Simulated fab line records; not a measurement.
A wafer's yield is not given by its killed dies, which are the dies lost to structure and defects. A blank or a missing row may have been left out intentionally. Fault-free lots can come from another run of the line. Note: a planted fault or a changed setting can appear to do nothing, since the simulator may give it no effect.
Struck lot and sound lot, side by side | flow sky130 | 32 steps out of a route of 708
Sound: wafers L167.2, L167.5, L167.6. Struck: wafers L178.2, L178.4. (L178.1 of the same lot was not struck and is left out.) The cause comes at the end.
For every step that has rows: the tool of each side, followed by ch and its chambers, followed by its first start. Under that, the readings that differ: sound wafers | struck wafers | difference of the means | sigmas: that difference in standard deviations of wafers without a fault.
alike: words and numbers the same on both sides, and readings whose means are apart by under 2 such deviations; not compared: readings that were withheld, readings missing a value for some wafer, numbers with overlapping values and no deviation given by the record, and bounds like >300 which may hide the same value.
The two part at a step that has a row with sigmas, a row that says differs or no value, or rows on one side only. Non-overlapping numbers with no deviation appear without sigmas and do not part them. Lack of a reading on every wafer of one side parts them only where that side has two or more wafers.

first, 3 steps without rows for these wafers: SKY_VIA1_STRIP_17 (strips in post etch residue remover, time 1200 s); SKY_VIA1_CLEAN_18 (cleans in IPA, time 180 s); SKY_VIA1_CLEAN_19 (cleans in O3/DIW).
SKY_VIA1_SPUTTER_20: material TiN, target thk 20 nm, time 80 s.
  sound on pvdSputter-02, day 36 12:27; struck on pvdSputter-02, day 40 01:47
  alike: throttleValvePct
SKY_VIA1_CVD_21: deposits W, target thk 270 nm, time 80.902 s.
  sound on cvdW-01 ch 0,1, day 36 12:31; struck on cvdW-02 ch 0, day 40 01:51
reading          | sound       | struck  | difference | sigmas
heaterPowerW (W) | 994 988 991 | 803 829 | -175       | -2
SKY_VIA1_RS_MEAS_22: the measuring method here is four-point-probe.
  sound on filmMetro-04, day 36 12:37; struck on filmMetro-04, day 40 01:56
  alike: VIA1_W_RS
SKY_VIA1_THK_MEAS_23: measures by xrf.
  sound on filmMetro-04, day 36 12:44; struck on filmMetro-04, day 40 02:04
reading         | sound       | struck  | difference | sigmas
VIA1_W_THK (nm) | 277 275 264 | 262 262 | -10        | -2
then, 2 steps without rows for these wafers: SKY_VIA1_CMP_24 (polishes, stops on SiO2, t overpolish 15 s, target thk 0 nm); SKY_METAL2_SPUTTER_00 (material Ti, target thk 15 nm, time 10 s).
SKY_METAL2_SPUTTER_01: material TiN, target thk 20 nm, time 16.7 s.
  sound on pvdSputter-03, day 36 13:06; struck on pvdSputter-03, day 40 02:37
  alike: throttleValvePct
then, 1 step without rows for these wafers: SKY_METAL2_SPUTTER_02 (material AlCu, target thk 250 nm, time 13.3 s).
SKY_METAL2_SPUTTER_03: material Ti, target thk 5 nm, time 3.3 s.
  sound on pvdSputter-03, day 36 13:09; struck on pvdSputter-03, day 40 02:40
  alike: throttleValvePct
SKY_METAL2_SPUTTER_04: material TiN, target thk 70 nm, time 58.3 s.
  sound on pvdSputter-03, day 36 13:10; struck on pvdSputter-03, day 40 02:40
reading                                   | sound             | struck      | difference | sigmas
model.TiN_of_METAL2_SPUTTER_04.thkNm (nm) | 71.15 70.53 71.05 | 21.03 21.91 | -49.44     | 
  alike: throttleValvePct
SKY_METAL2_RS_MEAS_05: the measuring method here is four-point-probe.
  sound on filmMetro-04, day 36 13:14; struck on filmMetro-04, day 40 02:43
  alike: METAL2_ALCU_RS
SKY_METAL2_THK_MEAS_06: measures by xrf.
  sound on filmMetro-04, day 36 13:21; struck on filmMetro-04, day 40 02:50
reading              | sound       | struck  | difference | sigmas
METAL2_ALCU_THK (nm) | 248 247 240 | 273 271 | +27        | +8
then, 8 steps without rows for these wafers: SKY_METAL2_DEHYDRATE_07 (time 60 s); SKY_METAL2_HMDS_08 (prime time 60 s); SKY_METAL2_COAT_09 (resist thk 60 nm); SKY_METAL2_COAT_10 (resist thk 450 nm); SKY_METAL2_SOFTBAKE_11 (time 90 s); SKY_METAL2_EXPOSE_12 (exposes mask MM2, target cd 140 nm); SKY_METAL2_PEB_13; SKY_METAL2_DEVELOP_14 (develop time 60 s).
SKY_METAL2_CD_MEAS_15: the cd target is 140 nm.
  sound on cdSem-02, day 37 16:13; struck on cdSem-01, day 41 03:00
  alike: cdNm
SKY_METAL2_OVL_MEAS_16:
  sound on overlay-02, day 37 16:19; struck on overlay-02, day 41 03:07
  alike: METAL2_OVL
SKY_METAL2_DESCUM_17: chemistry O2, time 8 s.
  sound on rieMetal-01 ch 0,1, day 37 16:21; struck on rieMetal-02 ch 0,1, day 41 03:10
  alike: drypumpMotorCurrentA, oesProductAu
  not compared: rfHoursCounterH
then, 1 step without rows for these wafers: SKY_METAL2_ETCH_18 (etches BARC in N2/H2, stops on SiO2, time 45.9 s, target depth 60 nm).
SKY_METAL2_METAL_ETCH_19: etches the open film in Cl2/BCl3, stops on SiO2, target depth 360 nm, time 78 s.
  sound on rieMetal-01 ch 0,1, day 37 16:26; struck on rieMetal-02 ch 0,1, day 41 03:15
reading              | sound                | struck        | difference | sigmas
oesProductAu (a.u.)  | 0.855 0.855 0.850    | 0.823 0.824   | -0.030     | -5
throttleValvePct (%) | 22.277 22.279 22.279 | 22.253 22.265 | -0.019     | -2
  alike: biasW, drypumpMotorCurrentA, mfcCl2Sccm
  not compared: rfHoursCounterH
then, 1 step without rows for these wafers: SKY_METAL2_STRIP_20 (strips in O2/N2).
SKY_METAL2_STRIP_21: strips in post etch residue remover, time 1200 s.
  sound on wetBench-03 ch 2, day 37 16:38; struck on wetBench-04 ch 3, day 41 03:26
reading                                   | sound             | struck      | difference | sigmas
model.TiN_of_METAL2_SPUTTER_04.thkNm (nm) | 70.73 70.11 70.63 | 20.61 21.49 | -49.44     | 
then, 1 step without rows for these wafers: SKY_METAL2_CLEAN_22 (cleans in IPA, time 180 s).
-- the record jumps here: 9 days lie between the struck wafers' starts before and after (it left off in module METAL2 and takes up again in module PAD_OPEN, whose first step shown is number 708 of the route) --
SKY_PAD_OPEN_PROBE_99:
  sound on prober-02, day 47 20:56; struck on prober-01, day 50 09:56
reading                     | sound             | struck     | difference | sigmas
killed_at_M0_to_M3          | 44 56 44          | 30 33      | -16        | -2
model.etest.via2Chain.rcOhm | 11.28 10.48 10.35 | 8.57 8.155 | -2.34      | 
  alike: defectLimitedYield, killed_at_M4_up, killedAtContacts, killedAtFrontEnd, killedAtOther, killedDies, killedOpen, killedShort, sort_bin_3_pad_short, sort_bin_5_function, sort_bin_6_memory, sortNPass, sortYieldPct

== WHERE THEY PART ==
At SKY_VIA1_CVD_21 first; at SKY_PAD_OPEN_PROBE_99 last (within this record only).

WHY: the cause the simulator had injected
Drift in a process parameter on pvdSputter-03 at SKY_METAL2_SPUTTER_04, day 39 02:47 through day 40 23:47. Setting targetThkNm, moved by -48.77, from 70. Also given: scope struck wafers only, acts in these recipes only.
